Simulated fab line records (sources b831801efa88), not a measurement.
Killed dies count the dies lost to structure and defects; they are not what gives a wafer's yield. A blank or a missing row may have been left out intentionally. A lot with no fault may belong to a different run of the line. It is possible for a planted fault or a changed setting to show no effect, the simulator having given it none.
fab line records | flow sky130
record lots=5 | wafers=15 | lastDay=50
route steps=708 shown VIA2@527 METAL3@532 CAPM@537 PAD_OPEN@708
lots untouched by any fault: they come from a run of this same line in which no faults occurred
startH: hours from the record's opening day to when the first of the lot's shown wafers began | waitH: hours since the lot's step before | " unchanged from the row above | L1.1+2: several wafers, shown together as one row | - no value present, or no start provided | * or withheld: withheld | < > ~ a bound
route shown NAME@n: a module of which the file shows steps, and the number in the route of the first | usual: mean and standard deviation over wafers with no fault | same: alike in all rows | chamber/n: place in a boat | sites: per-site readings | _std_site: standard deviation of those values | _edge_site: the outer-site mean with the inner-site mean subtracted | radiusMm: for every site, how far away it sits from the centre of the wafer | mask NAME#n: copy n | behind: tool/chamber where the wafer was last shaped | hold: cause of the lot's hold/its duration in hours/its outcome | device: transistor that didn't switch, given as n, p or np | end of line: tests of these same wafers at the route's end | where a step has no rows: the recipe by itself | killed: at the first sort, the dies lost to defects and structure; wafer yield is something else | map: a wafer's dies, marking killed ones x, the rest . and places with no die _
set.NAME: the setting as run; set.NAME@STEP: as run at that earlier step | model.NAME: the simulator's own value behind a step, which no gauge read
lots at some steps of the route; a table a step, a row a wafer
services: from which hour (startH, from the record's first day; less than 0 if before it) a tool's chamber was out of use, for how many hours, and why
## steps
# step SKY_VIA2_SPUTTER_20
# recipe material=TiN | targetThkNm=20 | chamberPressurePa=5 | powerW=4000 | timeS=80
# step SKY_VIA2_CVD_21
# recipe material=W | targetThkNm=420 | timeS=126.4 | tempC=400 | pressureTorr=40
# step SKY_VIA2_CMP_24
# recipe stopOn=SiO2 | tOverpolishS=20 | downForcePsi=3.5 | platenRpm=60 | targetThkNm=0 | padVelocityMS=0.94248
# step SKY_METAL3_SPUTTER_00
# recipe material=Ti | targetThkNm=15 | powerW=3000 | timeS=10 | chamberPressurePa=0.4
# step SKY_METAL3_SPUTTER_01
# recipe material=TiN | targetThkNm=20 | powerW=6500 | timeS=16.7 | chamberPressurePa=0.4
# step SKY_METAL3_SPUTTER_02
# recipe material=AlCu | targetThkNm=735 | powerW=10600 | timeS=39.1 | chamberPressurePa=0.4
# step SKY_METAL3_SPUTTER_03
# recipe material=Ti | targetThkNm=5 | powerW=3000 | timeS=3.3 | chamberPressurePa=0.4
# step SKY_METAL3_SPUTTER_04
# recipe material=TiN | targetThkNm=70 | powerW=6500 | timeS=58.3 | chamberPressurePa=0.4
# step SKY_CAPM_CVD_00
# recipe material=SiO2 | targetThkNm=15.5 | tempC=400 | timeS=withheld | rfW=450
# step SKY_CAPM_SPUTTER_02
# recipe material=TiN | targetThkNm=200 | tempC=300 | powerW=6500 | timeS=166.7 | chamberPressurePa=0.4
# usual throttleValvePct=29.2/1.1
lot.wafer | tool          | chamber | startH  | waitH | throttleValvePct | model.TiN_of_CAPM_SPUTTER_02.thkNm
L789.1    | pvdSputter-02 | -       | 918.02  | 0.1   | 28.0             | 221.6
L789.4    | "             | -       | "       | "     | 29.0             | 197.8
L789.6    | "             | -       | "       | "     | 29.5             | 200.4
L790.1    | pvdSputter-02 | -       | 925.29  | 0.1   | 29.3             | 199.1
L790.3    | "             | -       | "       | "     | 28.0             | 220.7
L790.5    | "             | -       | "       | "     | 29.7             | 199.6
L791.1    | pvdSputter-02 | -       | 936.98  | 0.1   | 29.4             | 196.6
L791.2    | "             | -       | "       | "     | 27.9             | 220.9
L791.5    | "             | -       | "       | "     | 27.9             | 221.5
L800.2    | pvdSputter-02 | -       | 992.91  | 0.0   | 29.2             | 200.2
L800.3    | "             | -       | "       | "     | 28.9             | 200.5
L800.6    | "             | -       | "       | "     | 29.0             | 200.8
L801.1    | pvdSputter-04 | -       | 1003.84 | 0.1   | 30.5             | 199.4
L801.5    | "             | -       | "       | "     | 27.1             | 197.3
L801.6    | "             | -       | "       | "     | 30.5             | 198.2
# step SKY_CAPM_RS_MEAS_03
# recipe thkMeasGauge=four-point-probe | reads=TiN_of_CAPM_SPUTTER_02
# usual CAPM_TIN_RS=6.95/0.079
lot.wafer | tool         | chamber | startH  | waitH | CAPM_TIN_RS[ohm/sq]
L789.1    | filmMetro-01 | -       | 918.13  | 0.1   | 6.22
L789.4    | "            | -       | "       | "     | 6.99
L789.6    | "            | -       | "       | "     | 6.90
L790.1    | filmMetro-02 | -       | 925.40  | 0.1   | 6.95
L790.3    | "            | -       | "       | "     | 6.24
L790.5    | "            | -       | "       | "     | 6.94
L791.1    | filmMetro-02 | -       | 937.09  | 0.1   | 7.02
L791.2    | "            | -       | "       | "     | 6.24
L791.5    | "            | -       | "       | "     | 6.23
L800.2    | filmMetro-01 | -       | 993.04  | 0.1   | 6.91
L800.3    | "            | -       | "       | "     | 6.91
L800.6    | "            | -       | "       | "     | 6.89
L801.1    | filmMetro-03 | -       | 1003.95 | 0.1   | 6.93
L801.5    | "            | -       | "       | "     | 7.01
L801.6    | "            | -       | "       | "     | 6.95
# step SKY_CAPM_THK_MEAS_04
# recipe thkMeasGauge=xrf | reads=TiN_of_CAPM_SPUTTER_02
# usual CAPM_TIN_THK=196.6/2.3
lot.wafer | tool         | chamber | startH  | waitH | CAPM_TIN_THK[nm]
L789.1    | filmMetro-01 | -       | 918.25  | 0.1   | 219.5
L789.4    | "            | -       | "       | "     | 196.0
L789.6    | "            | -       | "       | "     | 198.4
L790.1    | filmMetro-02 | -       | 925.52  | 0.1   | 197.2
L790.3    | "            | -       | "       | "     | 218.7
L790.5    | "            | -       | "       | "     | 195.9
L791.1    | filmMetro-02 | -       | 937.21  | 0.1   | 194.6
L791.2    | "            | -       | "       | "     | 217.6
L791.5    | "            | -       | "       | "     | 218.5
L800.2    | filmMetro-01 | -       | 993.15  | 0.1   | 198.7
L800.3    | "            | -       | "       | "     | 199.0
L800.6    | "            | -       | "       | "     | 199.9
L801.1    | filmMetro-03 | -       | 1004.07 | 0.1   | 195.3
L801.5    | "            | -       | "       | "     | 194.3
L801.6    | "            | -       | "       | "     | 195.8
# step SKY_CAPM_DEHYDRATE_05
# recipe tempC=200 | timeS=60
# step SKY_CAPM_HMDS_06
# recipe primeTimeS=60 | primeTempC=120
# step SKY_CAPM_COAT_07
# recipe resist=NOVOLAK | spinRpm=3000 | resistThkNm=1140
# step SKY_CAPM_SOFTBAKE_08
# recipe tempC=90 | timeS=60 | resist=NOVOLAK
# step SKY_CAPM_EXPOSE_09
# recipe maskId=CAPM | na=0.6 | sourceShape=conventional | sigmaOuter=0.6 | polarization=unpolarized | targetCdNm=1000 | doseMj=159
# step SKY_CAPM_PEB_10
# recipe tempC=withheld | timeS=* | resist=NOVOLAK
# step SKY_CAPM_DEVELOP_11
# recipe resist=NOVOLAK | developer=TMAH | developTimeS=60 | devTempC=23
# step SKY_CAPM_METAL_ETCH_13
# recipe targetDepthNm=220 | stopOn=SiO2 | chemistry=Cl2/BCl3 | target=TiN | pressureMtorr=10 | icpW=900 | biasW=48.5 | Cl2_flow_sccm=60 | bcl3FlowSccm=30 | timeS=62.9
# usual chamberPressureMTorr=10.000/0.0091 | drypumpMotorCurrentA=5.7/0.42 | oesProductAu=0.939/0.0078 | throttleValvePct=21.903/0.011
lot.wafer | tool        | chamber | startH  | waitH | chamberPressureMTorr | drypumpMotorCurrentA | oesProductAu | rfHoursCounterH | throttleValvePct
L789.1    | rieMetal-04 | 0       | 941.51  | 0.0   | 10.014               | 5.8                  | 1.003        | 2               | 21.863
L789.4    | "           | 0       | "       | "     | 9.997                | 5.8                  | 0.932        | -               | 21.896
L789.6    | "           | 1       | "       | "     | 9.992                | 5.4                  | 0.942        | -               | 21.907
L790.1    | rieMetal-01 | 1       | 949.88  | 0.0   | 10.000               | 6.2                  | 0.944        | 12              | 21.913
L790.3    | "           | 1       | "       | "     | 10.003               | 6.2                  | 0.984        | -               | 21.858
L790.5    | "           | 1       | "       | "     | 9.995                | 6.2                  | 0.936        | -               | 21.895
L791.1    | rieMetal-01 | 0       | 961.48  | 0.0   | 10.006               | 6.2                  | 0.932        | 17              | 21.899
L791.2    | "           | 1       | "       | "     | 9.993                | 6.2                  | 0.996        | 12              | 21.869
L791.5    | "           | 0       | "       | "     | 9.998                | 6.2                  | 0.998        | -               | 21.859
L800.2    | rieMetal-03 | 1       | 1015.71 | 0.0   | 9.996                | 5.1                  | 0.942        | 22              | 21.897
L800.3    | "           | 0       | "       | "     | 9.996                | 5.8                  | 0.937        | -               | 21.909
L800.6    | "           | 1       | "       | "     | 10.002               | 5.1                  | 0.937        | -               | 21.907
L801.1    | rieMetal-01 | 1       | 1027.22 | 0.0   | 9.994                | 6.2                  | 0.940        | 17              | 21.891
L801.5    | "           | 1       | "       | "     | 10.015               | 6.2                  | 0.936        | -               | 21.910
L801.6    | "           | 1       | "       | "     | 10.008               | 6.2                  | 0.949        | -               | 21.897
# step SKY_CAPM_STRIP_14
# recipe chemistry=O2/N2 | powerW=1400 | pressureMtorr=1500 | platenTempC=withheld | o2FlowSccm=3000 | n2FlowSccm=300 | overashFraction=0.5
# step SKY_CAPM_STRIP_15
# recipe chemistry=postEtchResidueRemover | timeS=1200 | tempC=72.5
# step SKY_CAPM_CLEAN_16
# recipe chemistry=IPA | timeS=180 | tempC=25
# step SKY_CAPM_CLEAN_17
# recipe chemistry=O3/DIW | dry=n2Spin
# step SKY_METAL3_DEHYDRATE_05
# recipe tempC=200 | timeS=60
# step SKY_METAL3_HMDS_06
# recipe primeTimeS=60 | primeTempC=120
# step SKY_METAL3_COAT_07
# recipe resist=BARC | tempC=withheld | timeS=withheld | spinRpm=3000 | resistThkNm=60
# step SKY_METAL3_COAT_08
# recipe resist=KrF-thick | spinRpm=3000 | resistThkNm=1140
# step SKY_METAL3_SOFTBAKE_09
# recipe tempC=100 | timeS=90 | resist=KrF-thick
# step SKY_METAL3_EXPOSE_10
# recipe maskId=MM3 | na=0.68 | sourceShape=annular | sigmaInner=0.4 | sigmaOuter=0.8 | targetCdNm=300 | doseMj=28
# step SKY_METAL3_PEB_11
# recipe pebTempC=withheld | pebTimeS=withheld | resist=KrF-thick
# step SKY_METAL3_DEVELOP_12
# recipe developTimeS=60 | resist=KrF-thick | devTempC=21
# step SKY_METAL3_DESCUM_15
# recipe chemistry=O2 | sourcePowerW=150 | biasPowerW=0 | pressureMtorr=10 | tempC=40 | timeS=8
# step SKY_METAL3_ETCH_16
# recipe chemistry=N2/H2 | target=BARC | ionEnergyEv=200 | biasW=100 | pressureMtorr=30 | n2FlowSccm=100 | h2FlowSccm=200 | icpW=500 | stopOn=SiO2 | timeS=88.2 | targetDepthA=600
# step SKY_METAL3_ETCH_17
# recipe target=SiO2 | stopOn=TiN | chemistry=C4F8/O2/Ar | sourceW=1500 | biasW=1200 | pressureMtorr=40 | c4f8FlowSccm=withheld | O2_flow_sccm=6 | Ar_flow_sccm=300 | timeS=3.9 | targetDepthA=150
# step SKY_METAL3_METAL_ETCH_18
# recipe targetDepthA=8450 | stopOn=SiO2 | overEtchFrac=0.3 | timeS=183.1 | chemistry=Cl2/BCl3 | resistSidewallDeg=88 | pressureMtorr=10 | icpW=900 | biasW=48.5 | Cl2_flow_sccm=60 | bcl3FlowSccm=30
# step SKY_METAL3_STRIP_20
# recipe chemistry=postEtchResidueRemover | timeS=1200 | tempC=72.5
lot.wafer | tool        | chamber | startH  | waitH | model.TiN_of_CAPM_SPUTTER_02.thkNm
L789.1    | wetBench-01 | 3       | 967.57  | 0.1   | 220.8
L789.4    | "           | 3       | "       | "     | 197
L789.6    | "           | 3       | "       | "     | 199.6
L790.1    | wetBench-04 | 0       | 975.56  | 0.1   | 198.2
L790.3    | "           | 0       | "       | "     | 219.8
L790.5    | "           | 0       | "       | "     | 198.8
L791.1    | wetBench-01 | 0       | 986.36  | 0.1   | 195.8
L791.2    | "           | 0       | "       | "     | 220.1
L791.5    | "           | 0       | "       | "     | 220.6
L800.2    | wetBench-01 | 0       | 1041.35 | 0.1   | 199.4
L800.3    | "           | 0       | "       | "     | 199.7
L800.6    | "           | 0       | "       | "     | 199.9
L801.1    | wetBench-03 | 3       | 1052.33 | 0.1   | 198.6
L801.5    | "           | 3       | "       | "     | 196.5
L801.6    | "           | 3       | "       | "     | 197.4
# step SKY_PAD_OPEN_PROBE_99
# usual defectLimitedYield=82.7/1.9 | killed_at_M0_to_M3=43/7.3 | killed_at_M4_up=3.1/1.7 | killedAtContacts=25/5.3 | killedAtFrontEnd=14/4.1 | killedAtOther=0.3/0.56 | killedDies=85/9.4 | killedOpen=46/7.4 | killedShort=38/5.8
# same grossDies=492 | killedAtBackSide=0
lot.wafer | tool      | chamber | startH  | waitH | defectLimitedYield[%] | killed_at_M0_to_M3 | killed_at_M4_up | killedAtContacts | killedAtFrontEnd | killedAtOther | killedDies | killedOpen | killedShort | model.etest.tester.sortNPass | model.etest.tester.sort_bin_5_pct | model.etest.tester.sortYieldPct | model.etest.capMim.leakLog10ACm2 | model.etest.via3Chain.rcOhm | model.etest.capMim.plateOhmSq | model.etest.tester.sort_bin_8_pct | model.etest.tester.sort_bin_4_pct
L789.1    | prober-02 | -       | 1131.04 | 0.1   | 83.7                  | 41                 | 2               | 27               | 10               | 0             | 80         | 37         | 43          | 405                          | 9.756                             | 82.32                           | -7.361                           | 10.76                       | 5.381                         | 4.986e-06                         | 0
L789.4    | prober-02 | -       | 1131.19 | 0.2   | 82.9                  | 49                 | 6               | 17               | 12               | 0             | 84         | 40         | 44          | 408                          | 10.77                             | 82.93                           | -8.946                           | 9.491                       | 6.037                         | 0                                 | 0
L789.6    | prober-02 | -       | 1131.29 | 0.2   | 83.9                  | 43                 | 1               | 27               | 8                | 0             | 79         | 46         | 33          | 413                          | 10.98                             | 83.94                           | -9.272                           | 10.26                       | 6.012                         | 0                                 | 0
L790.1    | prober-01 | -       | 1138.61 | 0.1   | 84.1                  | 40                 | 1               | 23               | 13               | 1             | 78         | 44         | 33          | 414                          | 8.943                             | 84.15                           | -8.872                           | 9.901                       | 6.011                         | 0                                 | 0
L790.3    | prober-01 | -       | 1138.71 | 0.2   | 78.7                  | 54                 | 4               | 32               | 14               | 1             | 105        | 62         | 42          | 347                          | 23.78                             | 70.53                           | -6.044                           | 12.32                       | 5.48                          | 1.421e-05                         | 0
L790.5    | prober-01 | -       | 1138.81 | 0.2   | 81.3                  | 42                 | 1               | 30               | 19               | 0             | 92         | 53         | 37          | 400                          | 10.37                             | 81.3                            | -8.927                           | 10.41                       | 6.08                          | 0                                 | 0
L791.1    | prober-02 | -       | 1145.20 | 0.1   | 83.3                  | 42                 | 6               | 20               | 14               | 0             | 82         | 44         | 37          | 410                          | 10.37                             | 83.33                           | -8.789                           | 9.782                       | 6.087                         | 0                                 | 0
L791.2    | prober-02 | -       | 1145.25 | 0.1   | 83.1                  | 49                 | 6               | 13               | 15               | 0             | 83         | 41         | 42          | 381                          | 14.84                             | 77.44                           | -6.907                           | 11.01                       | 5.413                         | 2.663e-09                         | 1.279e-14
L791.5    | prober-02 | -       | 1145.40 | 0.2   | 82.9                  | 42                 | 2               | 31               | 8                | 1             | 84         | 41         | 42          | 408                          | 11.59                             | 82.93                           | -8.562                           | 9.885                       | 5.394                         | 0                                 | 0
L800.2    | prober-01 | -       | 1185.35 | 0.1   | 84.6                  | 32                 | 2               | 28               | 14               | 0             | 76         | 40         | 36          | 416                          | 9.756                             | 84.55                           | -8.793                           | 10.12                       | 6.004                         | 0                                 | 0
L800.3    | prober-01 | -       | 1185.40 | 0.2   | 87.6                  | 26                 | 1               | 17               | 17               | 0             | 61         | 33         | 28          | 431                          | 6.911                             | 87.6                            | -9.031                           | 10.05                       | 5.94                          | 0                                 | 0
L800.6    | prober-01 | -       | 1185.55 | 0.2   | 80.7                  | 47                 | 6               | 27               | 15               | 0             | 95         | 54         | 41          | 397                          | 12.2                              | 80.69                           | -8.952                           | 9.694                       | 5.954                         | 0                                 | 0
L801.1    | prober-01 | -       | 1195.64 | 0.1   | 79.3                  | 54                 | 2               | 26               | 19               | 1             | 102        | 59         | 43          | 390                          | 11.18                             | 79.27                           | -8.988                           | 10.43                       | 6.044                         | 0                                 | 0
L801.5    | prober-01 | -       | 1195.84 | 0.2   | 83.7                  | 43                 | 3               | 26               | 8                | 0             | 80         | 45         | 35          | 412                          | 8.943                             | 83.74                           | -9.129                           | 9.412                       | 6.081                         | 0                                 | 0
L801.6    | prober-01 | -       | 1195.89 | 0.2   | 85.0                  | 45                 | 1               | 15               | 13               | 0             | 74         | 36         | 38          | 418                          | 9.756                             | 84.96                           | -8.923                           | 9.943                       | 6.122                         | 0                                 | 0
# killed by level:class
L789.1 VIA2:geometricParticle:open=10 VIA3:geometricParticle:open=8 LI_CONTACT:geometricParticle:open=6 CONTACT:geometricParticle:open=6 CONTACT:geometricParticle:short=6 METAL1:geometricParticle:short=5 POLY_GATE:geometricParticle:short=4 LI_CONTACT:geometricParticle:short=4
L789.4 METAL1:geometricParticle:short=10 METAL3:geometricParticle:short=6 VIA2:geometricParticle:open=6 VIA3:geometricParticle:open=6 LI_CONTACT:geometricParticle:open=5 CONTACT:geometricParticle:open=5 VIA1:geometricParticle:short=5 VIA1:geometricParticle:open=5
L789.6 METAL1:geometricParticle:short=10 LI_CONTACT:geometricParticle:open=9 CONTACT:geometricParticle:open=7 LOCAL_INTERCONNECT:geometricParticle:short=7 VIA3:geometricParticle:open=7 VIA1:geometricParticle:open=5 VIA2:geometricParticle:open=5 FIELD_ISO:geometricParticle:open=4
L790.1 VIA3:geometricParticle:open=10 CONTACT:geometricParticle:open=8 LI_CONTACT:geometricParticle:open=7 VIA1:geometricParticle:open=6 VIA2:geometricParticle:open=6 VIA1:geometricParticle:short=5 FIELD_ISO:geometricParticle:short=4 POLY_GATE:geometricParticle:open=4
L790.3 CONTACT:geometricParticle:open=13 VIA1:geometricParticle:open=13 VIA3:geometricParticle:open=11 VIA2:geometricParticle:open=9 LI_CONTACT:geometricParticle:open=8 CONTACT:geometricParticle:short=6 VIA1:geometricParticle:short=5 FIELD_ISO:geometricParticle:short=4
L790.5 CONTACT:geometricParticle:open=13 VIA1:geometricParticle:open=11 METAL1:geometricParticle:short=9 FIELD_ISO:geometricParticle:open=7 LI_CONTACT:geometricParticle:open=7 FIELD_ISO:geometricParticle:short=4 LOCAL_INTERCONNECT:geometricParticle:short=4 VIA1:geometricParticle:short=4
L791.1 VIA1:geometricParticle:open=10 VIA3:geometricParticle:open=9 VIA1:geometricParticle:short=7 VIA2:geometricParticle:open=6 POLY_GATE:geometricParticle:short=6 LI_CONTACT:geometricParticle:open=6 METAL1:geometricParticle:short=5 LOCAL_INTERCONNECT:geometricParticle:short=5
L791.2 VIA1:geometricParticle:short=10 VIA2:geometricParticle:open=9 VIA1:geometricParticle:open=8 POLY_GATE:geometricParticle:short=7 VIA3:geometricParticle:open=6 METAL1:geometricParticle:short=6 LI_CONTACT:geometricParticle:open=5 CONTACT:geometricParticle:short=4
L791.5 CONTACT:geometricParticle:open=12 VIA3:geometricParticle:short=7 LI_CONTACT:geometricParticle:open=6 VIA1:geometricParticle:short=6 VIA3:geometricParticle:open=6 CONTACT:geometricParticle:short=5 LI_CONTACT:geometricParticle:short=4 LOCAL_INTERCONNECT:geometricParticle:short=4
L800.2 CONTACT:geometricParticle:open=10 LI_CONTACT:geometricParticle:open=8 METAL1:geometricParticle:short=8 VIA2:geometricParticle:open=7 VIA1:geometricParticle:open=6 VIA1:geometricParticle:short=5 POLY_GATE:geometricParticle:short=5 CONTACT:geometricParticle:short=5
L800.3 POLY_GATE:geometricParticle:open=9 CONTACT:geometricParticle:open=6 METAL1:geometricParticle:short=6 VIA3:geometricParticle:open=5 CONTACT:geometricParticle:short=4 VIA1:geometricParticle:open=4 LI_CONTACT:geometricParticle:short=3 FIELD_ISO:geometricParticle:short=2
L800.6 VIA1:geometricParticle:open=13 VIA2:geometricParticle:open=10 CONTACT:geometricParticle:open=9 LI_CONTACT:geometricParticle:open=7 VIA2:geometricParticle:short=7 METAL1:geometricParticle:short=6 CONTACT:geometricParticle:short=6 POLY_GATE:geometricParticle:short=4
L801.1 VIA1:geometricParticle:open=17 CONTACT:geometricParticle:open=11 LI_CONTACT:geometricParticle:open=8 VIA2:geometricParticle:short=8 FIELD_ISO:geometricParticle:open=7 FIELD_ISO:geometricParticle:short=6 VIA2:geometricParticle:open=6 METAL1:geometricParticle:short=5
L801.5 CONTACT:geometricParticle:open=15 METAL1:geometricParticle:short=8 VIA1:geometricParticle:open=7 METAL2:geometricParticle:short=7 VIA3:geometricParticle:open=6 VIA1:geometricParticle:short=5 LI_CONTACT:geometricParticle:open=4 VIA2:geometricParticle:open=4
L801.6 VIA1:geometricParticle:open=9 METAL1:geometricParticle:short=8 VIA2:geometricParticle:open=7 CONTACT:geometricParticle:open=6 CONTACT:geometricParticle:short=5 VIA3:geometricParticle:short=5 FIELD_ISO:geometricParticle:open=4 METAL2:geometricParticle:short=4
## services
tool          | chamber | startH  | hours | kind
rieMetal-01   | 0       | 899.65  | 6.2   | repair
rieMetal-04   | -       | 904.11  | 0.2   | repair
pvdSputter-02 | 0       | 923.70  | -     | consumableReplace:kit
pvdSputter-02 | 0       | 923.70  | 18.0  | scheduledDown
pvdSputter-02 | 0       | 923.70  | 18.0  | ventCycle
rieMetal-04   | -       | 928.18  | 2.5   | repair
pvdSputter-04 | -       | 929.15  | 1.2   | repair
rieMetal-03   | 0       | 949.59  | 1.5   | repair
rieMetal-03   | -       | 959.00  | 2.8   | pm
pvdSputter-04 | 0       | 980.00  | -     | consumableReplace:kit
pvdSputter-04 | 0       | 980.00  | 18.0  | scheduledDown
pvdSputter-04 | 0       | 980.00  | 18.0  | ventCycle
rieMetal-04   | -       | 980.25  | 7.6   | repair
pvdSputter-04 | -       | 1007.05 | 11.3  | repair
rieMetal-01   | 0       | 1016.41 | -     | clean
rieMetal-01   | 0       | 1016.41 | 13.1  | scheduledDown
rieMetal-01   | 0       | 1016.41 | 13.1  | ventCycle
wetBench-03   | -       | 1021.39 | 1.6   | repair
rieMetal-01   | 0       | 1049.96 | 76.4  | repair
## key
firstSign step=SKY_CAPM_RS_MEAS_03 | reading=CAPM_TIN_RS | direction=down | sigmas=9 | usual=6.95 | struck=6.23
effect step=SKY_CAPM_THK_MEAS_04 | reading=CAPM_TIN_THK | direction=up | sigmas=9.6 | usual=196.6 | struck=218.6
effect step=SKY_CAPM_METAL_ETCH_13 | reading=oesProductAu | direction=up | sigmas=7.2 | usual=0.939 | struck=0.995
modelEffect step=SKY_CAPM_SPUTTER_02 | value=TiN_of_CAPM_SPUTTER_02.thkNm | without=200.6 | struck=221.2
modelEffect step=SKY_METAL3_STRIP_20 | value=TiN_of_CAPM_SPUTTER_02.thkNm | without=199.7 | struck=220.3
modelEffect step=SKY_PAD_OPEN_PROBE_99 | value=etest.tester.sortNPass | without=404 | struck=385.2
metAt SKY_CAPM_SPUTTER_02
struckWafers L789.1,L790.3,L791.2,L791.5
fault kind=processParameterDrift | tool=pvdSputter-02 | chamber=- | onsetH=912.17 | steps=SKY_CAPM_SPUTTER_02 | channel=timeS | offset=* | shape=step | endH=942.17 | actsIn=* | stated=* | scope=struckWafersOnly
